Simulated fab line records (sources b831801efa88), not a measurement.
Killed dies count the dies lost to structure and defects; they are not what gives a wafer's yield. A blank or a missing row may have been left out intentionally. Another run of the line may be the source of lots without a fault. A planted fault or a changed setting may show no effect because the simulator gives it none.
One fault seen from 2 desks :: flow sky130 :: what lay behind the numbers comes last; until then each desk has only its own

FROM THE METROLOGY DESK
Lot by lot, what the gauges showed, no matter which tool ran the lot: averages of those sampled wafers that carry a number. The brackets show how far a lot's mean lies from the usual mean; more than 4 standard deviations puts the lot out of limits, marked OUT.
Columns: A = METAL3_OVL at SKY_METAL3_OVL_MEAS_14, usual 1 nm
lot: L866
first seen here: day 38 14:56
A: -5

lot: L867
first seen here: day 38 15:13
A: 0

lot: L868
first seen here: day 38 22:50
A: -3

lot: L869
first seen here: day 39 12:56
A: 9

lot: L870
first seen here: day 39 22:53
A: 0

lot: L872
first seen here: day 40 05:45
A: -2

lot: L871
first seen here: day 40 09:11
A: 2

lot: L879
first seen here: day 43 22:58
A: -0

lot: L880
first seen here: day 44 00:49
A: 3

lot: L884
first seen here: day 44 07:49
A: 6

lot: L885
first seen here: day 44 13:28
A: -3
Finding of this desk: none of the 11 lots has anything out of limits.

TOOL OWNER'S DESK, plasma asher-03
The tool's own readings at SKY_CAP2M_STRIP_14 (strips in O2/N2): means of the sampled wafers that have a number, for each lot that ran on this tool. The brackets show how far a lot's mean lies from the usual mean; more than 4 standard deviations puts the lot out of limits, marked OUT.
Columns: A = drypump motor current A at SKY_CAP2M_STRIP_14, usual 6.11 A; B = oes product au at SKY_CAP2M_STRIP_14, usual 0.710 a.u.; C = strip time to endpoint s at SKY_CAP2M_STRIP_14, usual 12.67 s
lot: L869
first seen here: day 41 17:36
A: 6.12
B: 0.703
C: 12.68

lot: L879
first seen here: day 45 20:48
A: 6.13
B: 0.709
C: 12.73

lot: L880
first seen here: day 45 22:25
A: 5.89
B: 0.711
C: 12.62
Finding of this desk: none of the 3 lots has anything out of limits.

TAKEN TOGETHER
The metrology desk saw nothing out of limits.
The tool owner's desk saw nothing out of limits.

WHAT THE SIMULATOR HAD INSERTED
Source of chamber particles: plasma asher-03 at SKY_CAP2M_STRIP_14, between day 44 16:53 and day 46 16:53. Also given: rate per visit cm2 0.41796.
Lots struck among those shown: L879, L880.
